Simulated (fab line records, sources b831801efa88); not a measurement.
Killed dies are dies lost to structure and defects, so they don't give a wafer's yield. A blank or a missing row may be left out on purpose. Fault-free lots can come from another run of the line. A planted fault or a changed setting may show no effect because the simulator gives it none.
Struck lot and sound lot, side by side ; flow sky130 ; 21 steps out of a route of 708
Sound: these wafers, L378.2, L378.3, L378.5. Struck: wafer L383.2. (L383.5 of the same lot was not struck and is left out.) The cause comes at the end.
At each step with rows: each side's tool, then ch and its chambers, then its first start. Under that, the readings that differ: sound wafers ; struck wafers ; difference of the means ; sigmas: that difference in standard deviations of wafers without a fault.
alike: words and numbers the same on both sides, and readings whose means are apart by under 2 such deviations; not compared: readings that were withheld, readings missing a value for some wafer, numbers with overlapping values and no deviation given by the record, and bounds like >300 which may hide the same value.
Wherever a step has rows on one side only, a row that says differs or no value, or a row with sigmas, the two part there. Numbers that don't overlap but have no deviation are shown without sigmas and don't part them. A reading that every wafer of one side lacks parts them only if that side has two wafers or more.

SKY_SD_N_RS_MEAS_17: a four-point-probe measurement.
  struck on film metro-02, day 30 19:50; sound on film metro-01, day 29 19:53
  alike: SD_P_RS
SKY_SD_N_RS_MEAS_18: a four-point-probe measurement.
  struck on film metro-02, day 30 19:58; sound on film metro-01, day 29 20:01
reading;sound;struck;difference;sigmas
RES_XHIGH_RS (ohm/sq);335.2 333.2 333.5;331.3;-2.7;-3
then, 2 steps without rows for these wafers: SKY_SALICIDE_CLEAN_00 (cleans in HF-last, time 30 s); SKY_LI_CONTACT_HDPCVD_00 (deposits PSG, target thk 930 nm, time 155 s).
SKY_LI_CONTACT_THK_MEAS_01:
  struck on film metro-02, day 30 20:13; sound on film metro-02, day 29 20:14
reading;sound;struck;difference;sigmas
LI_CONTACT_HDPCVD_THK (nm);934 935 933;911;-23;-3
SKY_LI_CONTACT_CMP_02: polishes PSG.
  sound on cmp-01 ch 1,2,3, day 29 20:20; struck on cmp-01 ch 1, day 30 20:25
  alike: motor current A, retaining ring pressure frac, time to endpoint s
SKY_LI_CONTACT_BOW_MEAS_03:
  struck on film metro-01, day 30 20:35; sound on film metro-03, day 29 20:37
  alike: LI_CONTACT_BOW
then, 5 steps without rows for these wafers: SKY_LI_CONTACT_DEHYDRATE_04 (time 60 s); SKY_LI_CONTACT_HMDS_05 (prime time 60 s); SKY_LI_CONTACT_COAT_06 (resist thk 60 nm); SKY_LI_CONTACT_COAT_07 (resist thk 450 nm); SKY_LI_CONTACT_SOFTBAKE_08 (time 90 s).
SKY_LI_CONTACT_EXPOSE_09: exposes mask LICM1, target cd 170 nm.
  sound on krf scanner-02 ch 0, day 30 10:11; struck on krf scanner-02 ch 0, day 31 09:49
  alike: mask, focus offset nm
then, 2 steps without rows for these wafers: SKY_LI_CONTACT_PEB_10; SKY_LI_CONTACT_DEVELOP_11 (develop time 60 s).
SKY_LI_CONTACT_CD_MEAS_12 targets a cd of 170 nm.
  struck on cd sem-02, day 31 23:55; sound on cd sem-02, day 30 23:31
reading;sound;struck;difference;sigmas
cd nm (nm);169.8 169.3 169.7;164.2;-5.4;-4
SKY_LI_CONTACT_OVL_MEAS_13:
  struck on overlay-01, day 32 00:01; sound on overlay-02, day 30 23:37
  alike: LI_CONTACT_OVL
SKY_LI_CONTACT_ETCH_14: etches BARC in N2/H2, stops on SiO2, time 45.9 s, target depth 60 nm.
  sound on rie diel-02 ch 1,3, day 30 23:39; struck on rie diel-02 ch 2, day 32 00:03
reading;sound;struck;difference;sigmas
chamber pressure mTorr (mTorr);30.016 30.022 30.029;29.936;-0.086;-3
model.LI_CONTACT.cd nm (nm);170.1 168.4 170.3;164.7;-4.9;
  alike: bias w, drypump motor current A, oes product au, throttle valve pct
  not compared: rf hours counter h
SKY_LI_CONTACT_ETCH_15: etches PSG in C4F8/O2/Ar, stops on Si, target depth 600 nm.
  sound on rie diel-02 ch 1,3, day 30 23:41; struck on rie diel-02 ch 2, day 32 00:05
reading;sound;struck;difference;sigmas
model.LI_CONTACT.cd nm (nm);169 167.6 169.6;163.6;-5.1;
  alike: bias w, chamber pressure mTorr, oes product au
SKY_LI_CONTACT_STRIP_16: strips in O2/N2.
  sound on plasma asher-02 ch 0,1, day 30 23:47; struck on plasma asher-02 ch 0, day 32 00:11
  alike: chamber pressure mTorr, drypump motor current A, oes product au, strip time to endpoint s
  not compared: rf hours counter h
-- the record jumps here: 16 days lie between the struck wafers' starts before and after (it left off in module LI_CONTACT and takes up again in module PAD_OPEN, whose first step shown is number 708 of the route) --
SKY_PAD_OPEN_PROBE_99:
  struck on prober-01, day 47 21:41; sound on prober-01, day 47 02:47
reading;sound;struck;difference;sigmas
model.etest.licon pdiff.rc ohm;580.9 603 571.4;605.9;+20.8;
model.etest.licon ndiff.rc ohm;183.1 184.2 180.3;194.4;+11.9;
model.etest.licon poly.rc ohm;148.6 154.2 151.9;156.5;+4.9;
  alike: killed_at_M0_to_M3, killed_at_M4_up, killed at contacts, killed at front end, killed at other, killed dies, killed on rim, killed open, killed short

WHERE THEY PART
Earliest at SKY_SD_N_RS_MEAS_18; latest, in this record, at SKY_LI_CONTACT_ETCH_14. Later steps at which nothing parts them and some readings are alike: SKY_LI_CONTACT_ETCH_15, SKY_LI_CONTACT_STRIP_16, SKY_PAD_OPEN_PROBE_99.

WHY: what the simulator had put in
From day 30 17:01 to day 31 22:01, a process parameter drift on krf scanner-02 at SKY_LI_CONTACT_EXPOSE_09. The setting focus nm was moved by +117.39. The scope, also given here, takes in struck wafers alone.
